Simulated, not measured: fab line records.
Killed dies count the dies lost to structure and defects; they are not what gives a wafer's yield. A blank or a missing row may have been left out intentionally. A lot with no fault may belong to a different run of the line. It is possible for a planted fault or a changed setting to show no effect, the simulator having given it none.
fab line records	flow gf180mcu
record: lots: 6	wafers: 18	last-day: 34
route steps=602 shown NWELL@51 LVPWELL@54 MVSD@66 MVPSD@78 VT_IMPLANT@90
lots untouched by any fault: they come from a run of this same line in which no faults occurred
start-h: start of the lot's first displayed wafer, in hours after the record's first day	wait-h: hours since the lot's step before	" unchanged from the row above	L1.1+2: one row covering several wafers at once	- value missing, or start not given	* or withheld: withheld	< > ~ a bound
route shown NAME@n: names a module that has steps shown in the file, with the first one's number in the route	usual: mean and standard deviation over wafers with no fault	same: alike in all rows	chamber/n: place in a boat	sites: per-site readings	_std_site: how widely they spread, as a standard deviation	_edge_site: the outer-site mean with the inner-site mean subtracted	radius-mm: for every site, how far away it sits from the centre of the wafer	mask NAME#n: copy n	behind: the last tool/chamber to shape the wafer	hold: the reason the lot was held/the length of the hold in hours/how it ended	device: the transistor (n, p or np) that didn't switch	end of line: tests run on the same wafers once the route is complete	where a step has no rows: the recipe by itself	killed: at the first sort, the dies lost to defects and structure; wafer yield is something else	map: shows each die of a wafer: x if killed, . if not, _ if none is there
set.NAME: the setting that was run; set.NAME@STEP: the one run at that earlier step	model.NAME: the simulator's own value behind a step, which no gauge read
certain route steps with their lots: each step a table, each wafer a row
services: from which hour (start-h, from the record's first day; less than 0 if before it) a tool's chamber was out of use, for how many hours, and why
== steps ==
step: GF_NWELL_IMPLANT_09
recipe: species: P	energy-kev: 160	dose-cm2: 4e+12	tilt-deg: 0
step: GF_NWELL_STRIP_10
recipe: chemistry: O2/N2	power-w: 1400	pressure-mtorr: 1500	platen-temp-c: 250	o2-flow-sccm: 3000	n2-flow-sccm: 300	overash-fraction: 0.5
usual: drypump-motor-current-A: 5.7/0.42	heater-power-w: 341/45	oes-product-au: 0.722/0.005	strip-time-to-endpoint-s: 36.97/0.1
lot.wafer	tool	chamber	start-h	wait-h	drypump-motor-current-A	heater-power-w	oes-product-au	rf-hours-counter-h	strip-time-to-endpoint-s
L219.1	plasma-asher-02	1	76.87	0.1	6.2	299	0.731	43	36.87
L219.3	"	0	"	"	5.9	400	0.721	-	36.86
L219.5	"	1	"	"	6.2	299	0.719	-	36.85
L224.1	plasma-asher-04	0	111.69	0.1	5.6	344	0.724	45	36.94
L224.3	"	1	"	"	6.2	277	0.719	-	37.00
L224.4	"	0	"	"	5.6	346	0.719	-	37.06
L232.3	plasma-asher-02	0	146.43	0.1	5.9	411	0.724	-	36.91
L232.4	"	1	"	"	6.2	293	0.716	-	37.01
L232.6	"	0	"	"	5.9	409	0.713	-	36.99
L233.1	plasma-asher-04	1	156.01	0.1	6.2	265	0.726	50	36.90
L233.2	"	0	"	"	5.6	350	0.724	50	37.02
L233.5	"	0	"	"	5.6	349	0.717	-	36.87
L235.1	plasma-asher-02	1	171.32	0.1	6.2	284	0.727	6	36.98
L235.3	"	0	"	"	5.9	422	0.717	-	36.97
L235.4	"	1	"	"	6.2	291	0.712	-	36.97
L237.1	plasma-asher-02	0	179.89	0.1	5.9	403	0.716	7	36.96
L237.2	"	1	"	"	6.2	288	0.714	7	36.90
L237.6	"	0	"	"	5.9	414	0.720	-	36.82
step: GF_NWELL_TW_MEAS_11
usual: NWELL_TW: 1579/9.5
lot.wafer	tool	chamber	start-h	wait-h	NWELL_TW
L219.1	film-metro-04	-	76.97	0.1	1570
L219.3	"	-	"	"	1580
L219.5	"	-	"	"	1574
L224.1	film-metro-03	-	111.79	0.1	1590
L224.3	"	-	"	"	1601
L224.4	"	-	"	"	1583
L232.3	film-metro-03	-	146.51	0.1	1584
L232.4	"	-	"	"	1589
L232.6	"	-	"	"	1581
L233.1	film-metro-03	-	156.11	0.1	1586
L233.2	"	-	"	"	1589
L233.5	"	-	"	"	1587
L235.1	film-metro-01	-	171.42	0.1	1586
L235.3	"	-	"	"	1597
L235.4	"	-	"	"	1603
L237.1	film-metro-04	-	179.99	0.1	1574
L237.2	"	-	"	"	1574
L237.6	"	-	"	"	1574
step: GF_LVPWELL_DEHYDRATE_00
recipe: temp-c: 200	time-s: 60
step: GF_LVPWELL_HMDS_01
recipe: prime-time-s: 60	prime-temp-c: 120
step: GF_LVPWELL_COAT_02
recipe: spin-rpm: 2000	resist-thk-nm: 3000
step: GF_LVPWELL_SOFTBAKE_03
recipe: temp-c: 110	time-s: withheld
step: GF_LVPWELL_EXPOSE_04
recipe: mask-id: LVPWELL	target-cd-nm: 600	na: 0.6	source-shape: conventional	sigma-outer: 0.6	dose-mj: 260
step: GF_LVPWELL_PEB_05
recipe: temp-c: 115	time-s: withheld
step: GF_LVPWELL_DEVELOP_06
recipe: wall-angle-deg: 90	develop-time-s: 60	dev-temp-c: 23
step: GF_LVPWELL_OVL_MEAS_07
usual: LVPWELL_OVL: 0.2/1.4
lot.wafer	tool	chamber	start-h	wait-h	LVPWELL_OVL[nm]
L219.1	overlay-01	-	89.75	-	-0.6
L219.3	"	-	"	"	-2.3
L219.5	"	-	"	"	0.0
L224.1	overlay-01	-	126.61	-	0.3
L224.3	"	-	"	"	0.0
L224.4	"	-	"	"	-0.8
L232.3	overlay-02	-	161.51	-	0.7
L232.4	"	-	"	"	1.2
L232.6	"	-	"	"	1.2
L233.1	overlay-01	-	170.76	-	2.2
L233.2	"	-	"	"	3.4
L233.5	"	-	"	"	0.8
L235.1	overlay-01	-	187.58	-	1.1
L235.3	"	-	"	"	-1.6
L235.4	"	-	"	"	0.6
L237.1	overlay-02	-	196.03	-	0.6
L237.2	"	-	"	"	-0.1
L237.6	"	-	"	"	2.1
step: GF_LVPWELL_IMPLANT_08
recipe: species: B	energy-kev: 170	dose-cm2: 1.5e+13	tilt-deg: 0
step: GF_LVPWELL_IMPLANT_09
recipe: species: B	energy-kev: 60	dose-cm2: 5e+12	tilt-deg: 0
usual: beam-energy-keV: 60.003/0.019	beam-on-s: 10.00/0.22
lot.wafer	tool	chamber	start-h	wait-h	beam-energy-keV	beam-on-s
L219.1	implanter-02	0	89.94	0.1	59.978	10.33
L219.3	"	0	"	"	59.979	10.17
L219.5	"	0	"	"	60.015	9.80
L224.1	implanter-02	0	126.79	0.1	59.973	9.87
L224.3	"	0	"	"	59.981	10.02
L224.4	"	0	"	"	59.972	9.75
L232.3	implanter-02	-	161.73	0.1	-	-
L232.4	"	-	"	"	-	-
L232.6	"	-	"	"	-	-
L233.1	implanter-02	-	170.94	0.1	-	-
L233.2	"	-	"	"	-	-
L233.5	"	-	"	"	-	-
L235.1	implanter-02	0	187.77	0.1	60.017	9.55
L235.3	"	0	"	"	59.976	9.84
L235.4	"	0	"	"	59.979	9.87
L237.1	implanter-02	0	196.22	0.1	59.983	10.13
L237.2	"	0	"	"	59.994	10.28
L237.6	"	0	"	"	60.007	10.00
step: GF_LVPWELL_STRIP_10
recipe: chemistry: O2/N2	power-w: 1400	pressure-mtorr: 1500	platen-temp-c: 250	o2-flow-sccm: 3000	n2-flow-sccm: 300	overash-fraction: 0.5
usual: drypump-motor-current-A: 5.8/0.34	heater-power-w: 319/36	oes-product-au: 0.722/0.0046	strip-time-to-endpoint-s: 37.00/0.09
lot.wafer	tool	chamber	start-h	wait-h	drypump-motor-current-A	heater-power-w	oes-product-au	rf-hours-counter-h	strip-time-to-endpoint-s
L219.1	plasma-asher-04	1	90.09	0.1	6.2	271	0.712	43	37.01
L219.3	"	0	"	"	5.6	342	0.726	-	37.09
L219.5	"	0	"	"	5.6	353	0.726	-	37.13
L224.1	plasma-asher-01	0	126.94	0.1	5.7	305	0.721	32	36.97
L224.3	"	1	"	"	6.1	359	0.721	-	36.91
L224.4	"	0	"	"	5.7	313	0.727	-	36.88
L232.3	plasma-asher-03	1	161.87	0.1	5.1	350	0.726	-	37.07
L232.4	"	0	"	"	5.5	346	0.718	-	37.03
L232.6	"	1	"	"	5.1	353	0.727	-	37.03
L233.1	plasma-asher-01	0	171.09	0.1	5.7	303	0.725	36	36.90
L233.2	"	1	"	"	6.0	353	0.724	36	37.00
L233.5	"	1	"	"	6.0	353	0.722	-	37.01
L235.1	plasma-asher-04	1	187.92	0.1	6.2	274	0.717	53	37.09
L235.3	"	0	"	"	5.5	338	0.722	-	37.00
L235.4	"	1	"	"	6.2	268	0.726	-	36.96
L237.1	plasma-asher-04	0	196.37	0.1	5.6	349	0.727	54	37.10
L237.2	"	1	"	"	6.2	270	0.720	54	37.13
L237.6	"	1	"	"	6.2	272	0.727	-	37.13
step: GF_LVPWELL_TW_MEAS_11
usual: LVPWELL_TW: 561.5/2.7
lot.wafer	tool	chamber	start-h	wait-h	LVPWELL_TW
L219.1	film-metro-03	-	90.19	0.1	563.2
L219.3	"	-	"	"	564.6
L219.5	"	-	"	"	563.2
L224.1	film-metro-01	-	127.04	0.1	558.3
L224.3	"	-	"	"	559.6
L224.4	"	-	"	"	559.7
L232.3	film-metro-01	-	161.95	0.1	526.1
L232.4	"	-	"	"	525.9
L232.6	"	-	"	"	525.6
L233.1	film-metro-04	-	171.19	0.1	524.6
L233.2	"	-	"	"	524.9
L233.5	"	-	"	"	525.4
L235.1	film-metro-03	-	188.02	0.1	560.0
L235.3	"	-	"	"	561.2
L235.4	"	-	"	"	560.5
L237.1	film-metro-04	-	196.47	0.1	560.5
L237.2	"	-	"	"	561.5
L237.6	"	-	"	"	557.5
step: GF_MVSD_DEHYDRATE_00
recipe: temp-c: 200	time-s: 60
step: GF_MVSD_HMDS_01
recipe: prime-time-s: 60	prime-temp-c: 120
step: GF_MVSD_COAT_02
recipe: spin-rpm: 2000	resist-thk-nm: 3000
step: GF_MVSD_SOFTBAKE_03
recipe: temp-c: 110	time-s: withheld
step: GF_MVSD_EXPOSE_04
recipe: mask-id: MVSD	target-cd-nm: 1000	na: 0.6	source-shape: conventional	sigma-outer: 0.6	dose-mj: 260
step: GF_MVSD_PEB_05
recipe: temp-c: 115	time-s: withheld
step: GF_MVSD_DEVELOP_06
recipe: wall-angle-deg: 90	develop-time-s: 60	dev-temp-c: 23
step: GF_MVSD_OVL_MEAS_07
usual: MVSD_OVL: -1.3/1.4
lot.wafer	tool	chamber	start-h	wait-h	MVSD_OVL[nm]
L219.1	overlay-02	-	103.68	-	-0.6
L219.3	"	-	"	"	-3.1
L219.5	"	-	"	"	-2.5
L224.1	overlay-02	-	141.26	-	-4.6
L224.3	"	-	"	"	-3.8
L224.4	"	-	"	"	-1.3
L232.3	overlay-02	-	177.11	-	-4.4
L232.4	"	-	"	"	-3.7
L232.6	"	-	"	"	-2.1
L233.1	overlay-01	-	186.88	-	-2.0
L233.2	"	-	"	"	1.3
L233.5	"	-	"	"	-0.1
L235.1	overlay-02	-	204.98	-	-2.6
L235.3	"	-	"	"	-1.0
L235.4	"	-	"	"	-1.8
L237.1	overlay-02	-	213.36	-	-1.3
L237.2	"	-	"	"	0.4
L237.6	"	-	"	"	0.6
step: GF_MVSD_IMPLANT_08
recipe: species: P	energy-kev: 400	dose-cm2: 1.6e+13	tilt-deg: 0
step: GF_MVSD_IMPLANT_09
recipe: species: P	energy-kev: 100	dose-cm2: 5e+12	tilt-deg: 0
step: GF_MVSD_STRIP_10
recipe: chemistry: O2/N2	power-w: 1400	pressure-mtorr: 1500	platen-temp-c: 250	o2-flow-sccm: 3000	n2-flow-sccm: 300	overash-fraction: 0.5
usual: drypump-motor-current-A: 5.92/0.26	heater-power-w: 327/44	oes-product-au: 0.722/0.0049	strip-time-to-endpoint-s: 36.97/0.089
lot.wafer	tool	chamber	start-h	wait-h	drypump-motor-current-A	heater-power-w	oes-product-au	rf-hours-counter-h	strip-time-to-endpoint-s
L219.1	plasma-asher-04	0	104.02	0.1	5.53	348	0.717	44	36.99
L219.3	"	0	"	"	5.53	341	0.714	-	36.97
L219.5	"	0	"	"	5.54	346	0.728	-	36.94
L224.1	plasma-asher-01	1	141.59	0.1	6.07	349	0.724	34	36.96
L224.3	"	1	"	"	6.04	346	0.723	-	36.95
L224.4	"	0	"	"	5.73	304	0.715	-	36.90
L232.3	plasma-asher-01	1	177.47	0.1	6.00	358	0.727	-	36.86
L232.4	"	0	"	"	5.69	304	0.719	-	36.80
L232.6	"	1	"	"	5.97	346	0.718	-	36.93
L233.1	plasma-asher-04	1	187.22	0.1	6.22	273	0.723	53	36.96
L233.2	"	0	"	"	5.56	336	0.724	53	36.90
L233.5	"	0	"	"	5.57	345	0.727	-	36.90
L235.1	plasma-asher-01	0	205.32	0.1	5.67	319	0.733	39	37.15
L235.3	"	0	"	"	5.70	312	0.720	-	37.12
L235.4	"	1	"	"	6.00	359	0.722	-	37.01
L237.1	plasma-asher-02	1	213.69	0.1	6.19	290	0.718	11	37.01
L237.2	"	0	"	"	5.95	403	0.726	11	37.05
L237.6	"	1	"	"	6.19	290	0.717	-	37.01
step: GF_MVSD_TW_MEAS_11
usual: MVSD_TW: 1585/9.2
lot.wafer	tool	chamber	start-h	wait-h	MVSD_TW
L219.1	film-metro-01	-	104.12	0.1	1584
L219.3	"	-	"	"	1577
L219.5	"	-	"	"	1579
L224.1	film-metro-03	-	141.69	0.1	1590
L224.3	"	-	"	"	1578
L224.4	"	-	"	"	1576
L232.3	film-metro-03	-	177.55	0.1	1583
L232.4	"	-	"	"	1591
L232.6	"	-	"	"	1585
L233.1	film-metro-04	-	187.32	0.1	1579
L233.2	"	-	"	"	1573
L233.5	"	-	"	"	1578
L235.1	film-metro-01	-	205.42	0.1	1602
L235.3	"	-	"	"	1596
L235.4	"	-	"	"	1597
L237.1	film-metro-01	-	213.79	0.1	1604
L237.2	"	-	"	"	1600
L237.6	"	-	"	"	1599
step: GF_MVPSD_DEHYDRATE_00
recipe: temp-c: 200	time-s: 60
step: GF_MVPSD_HMDS_01
recipe: prime-time-s: 60	prime-temp-c: 120
step: GF_MVPSD_COAT_02
recipe: spin-rpm: 2000	resist-thk-nm: 3000
step: GF_MVPSD_SOFTBAKE_03
recipe: temp-c: 110	time-s: withheld
step: GF_MVPSD_EXPOSE_04
recipe: mask-id: MVPSD	target-cd-nm: 1000	na: 0.6	source-shape: conventional	sigma-outer: 0.6	dose-mj: 260
step: GF_MVPSD_PEB_05
recipe: temp-c: 115	time-s: withheld
step: GF_MVPSD_DEVELOP_06
recipe: wall-angle-deg: 90	develop-time-s: 60	dev-temp-c: 23
step: GF_MVPSD_OVL_MEAS_07
usual: MVPSD_OVL: -0.4/1.6
lot.wafer	tool	chamber	start-h	wait-h	MVPSD_OVL[nm]
L219.1	overlay-01	-	117.83	-	0.7
L219.3	"	-	"	"	1.1
L219.5	"	-	"	"	-0.2
L224.1	overlay-02	-	156.45	-	-2.2
L224.3	"	-	"	"	-2.3
L224.4	"	-	"	"	-2.6
L232.3	overlay-02	-	194.01	-	-2.6
L232.4	"	-	"	"	-1.5
L232.6	"	-	"	"	-1.5
L233.1	overlay-02	-	203.58	-	0.3
L233.2	"	-	"	"	1.2
L233.5	"	-	"	"	-0.2
L235.1	overlay-01	-	223.05	-	2.0
L235.3	"	-	"	"	0.8
L235.4	"	-	"	"	-1.5
L237.1	overlay-02	-	231.05	-	-0.9
L237.2	"	-	"	"	-2.1
L237.6	"	-	"	"	-3.3
step: GF_MVPSD_IMPLANT_08
recipe: species: B	energy-kev: 170	dose-cm2: 1.5e+13	tilt-deg: 0
step: GF_MVPSD_IMPLANT_09
recipe: species: B	energy-kev: 40	dose-cm2: 5e+12	tilt-deg: 0
step: GF_MVPSD_STRIP_10
recipe: chemistry: O2/N2	power-w: 1400	pressure-mtorr: 1500	platen-temp-c: 250	o2-flow-sccm: 3000	n2-flow-sccm: 300	overash-fraction: 0.5
usual: drypump-motor-current-A: 5.8/0.34	heater-power-w: 341/35	oes-product-au: 0.722/0.0042	strip-time-to-endpoint-s: 36.97/0.091
lot.wafer	tool	chamber	start-h	wait-h	drypump-motor-current-A	heater-power-w	oes-product-au	rf-hours-counter-h	strip-time-to-endpoint-s
L219.1	plasma-asher-03	1	118.17	0.1	5.1	351	0.717	48	37.06
L219.3	"	0	"	"	5.4	346	0.720	-	36.97
L219.5	"	1	"	"	5.1	360	0.733	-	37.03
L224.1	plasma-asher-02	0	157.07	0.1	5.9	404	0.723	4	36.96
L224.3	"	1	"	"	6.2	293	0.719	-	36.87
L224.4	"	0	"	"	5.9	411	0.725	-	36.83
L232.3	plasma-asher-01	0	194.37	0.1	5.7	307	0.731	-	37.07
L232.4	"	1	"	"	6.0	359	0.717	-	37.05
L232.6	"	1	"	"	6.0	358	0.718	-	36.98
L233.1	plasma-asher-02	0	203.92	0.1	5.9	405	0.722	9	36.95
L233.2	"	1	"	"	6.2	290	0.720	9	36.90
L233.5	"	1	"	"	6.2	292	0.723	-	37.00
L235.1	plasma-asher-01	0	223.38	0.1	5.7	308	0.730	41	36.91
L235.3	"	0	"	"	5.7	309	0.725	-	36.87
L235.4	"	1	"	"	6.0	349	0.720	-	36.93
L237.1	plasma-asher-03	1	231.38	0.1	5.1	353	0.720	60	36.88
L237.2	"	0	"	"	5.4	342	0.724	60	36.94
L237.6	"	1	"	"	5.1	349	0.720	-	36.96
step: GF_MVPSD_TW_MEAS_11
usual: MVPSD_TW: 557/3.8
lot.wafer	tool	chamber	start-h	wait-h	MVPSD_TW
L219.1	film-metro-04	-	118.27	0.1	555
L219.3	"	-	"	"	555
L219.5	"	-	"	"	555
L224.1	film-metro-04	-	157.17	0.1	551
L224.3	"	-	"	"	549
L224.4	"	-	"	"	553
L232.3	film-metro-04	-	194.45	0.1	553
L232.4	"	-	"	"	551
L232.6	"	-	"	"	553
L233.1	film-metro-01	-	204.02	0.1	562
L233.2	"	-	"	"	562
L233.5	"	-	"	"	559
L235.1	film-metro-01	-	223.52	0.1	560
L235.3	"	-	"	"	557
L235.4	"	-	"	"	560
L237.1	film-metro-01	-	231.48	0.1	558
L237.2	"	-	"	"	556
L237.6	"	-	"	"	560
step: GF_VT_IMPLANT_DEHYDRATE_00
recipe: temp-c: 200	time-s: 60
step: GF_VT_IMPLANT_HMDS_01
recipe: prime-time-s: 60	prime-temp-c: 120
step: GF_VT_IMPLANT_COAT_02
recipe: resist: NOVOLAK	spin-rpm: 3000	resist-thk-nm: 1000
step: GF_VT_IMPLANT_RS_MEAS_48
recipe: thk-meas-gauge: four-point-probe
usual: LVPWELL_RS: 1197/3.7
lot.wafer	tool	chamber	start-h	wait-h	LVPWELL_RS[ohm/sq]
L219.1	film-metro-03	-	178.92	0.1	1196
L219.3	"	-	"	"	1196
L219.5	"	-	"	"	1197
L224.1	film-metro-03	-	225.14	0.1	1195
L224.3	"	-	"	"	1196
L224.4	"	-	"	"	1196
L232.3	film-metro-03	-	267.43	0.1	1545
L232.4	"	-	"	"	1541
L232.6	"	-	"	"	1541
L233.1	film-metro-01	-	278.09	0.1	1532
L233.2	"	-	"	"	1531
L233.5	"	-	"	"	1526
L235.1	film-metro-04	-	299.41	0.1	1199
L235.3	"	-	"	"	1200
L235.4	"	-	"	"	1199
L237.1	film-metro-01	-	308.22	0.1	1196
L237.2	"	-	"	"	1196
L237.6	"	-	"	"	1196
== services ==
tool	chamber	start-h	hours	kind
plasma-asher-02	-	101.37	1.5	repair
plasma-asher-02	-	108.75	9.0	pm
plasma-asher-02	0	108.75	9.0	vent-cycle
plasma-asher-02	1	108.75	9.0	vent-cycle
plasma-asher-02	0	117.75	-	clean
plasma-asher-02	1	117.75	-	clean
implanter-02	-	129.10	3.1	pm
plasma-asher-01	-	155.29	2.8	pm
implanter-02	-	173.58	3.9	repair
plasma-asher-01	-	178.88	4.6	repair
plasma-asher-01	-	198.21	3.1	repair
== key ==
first-sign: step: GF_LVPWELL_IMPLANT_09	reading: tool-record	direction: missing
effect: step: GF_LVPWELL_TW_MEAS_11	reading: LVPWELL_TW	direction: down	sigmas: 13	usual: 561.5	struck: 525.4
effect: step: GF_VT_IMPLANT_RS_MEAS_48	reading: LVPWELL_RS	direction: up	sigmas: 93	usual: 1197	struck: 1536
met-at GF_LVPWELL_IMPLANT_09
struck-wafers L232.3,L232.4,L232.6,L233.1,L233.2,L233.5
later-rows-left-out L232.3,L232.4,L232.6,L233.1,L233.2,L233.5
sort-left-out L232.3,L232.4,L232.6,L233.1,L233.2,L233.5
tester-left-out L232,L233
onset-between 126.79 161.73
fault: kind: skipped-step-whole	tool: implanter-02	chamber: -	onset-h: 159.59	steps: GF_LVPWELL_IMPLANT_09	scope: struck-lots-only
tester-left-out: of these lots the tester's yield and bins aren't shown, on N5 and GAA mostly nor the transistor test; their killed dies are dies lost to structure and defects alone, not to doping, threshold or leakage, so they don't give the yield
sort-left-out: the simulated sort isn't trusted on such a fault, so these wafers' sort isn't shown, and their yield isn't known
later-rows-left-out: the simulator's readings of these wafers behind a module that went badly wrong aren't trusted and aren't shown, but for the sort
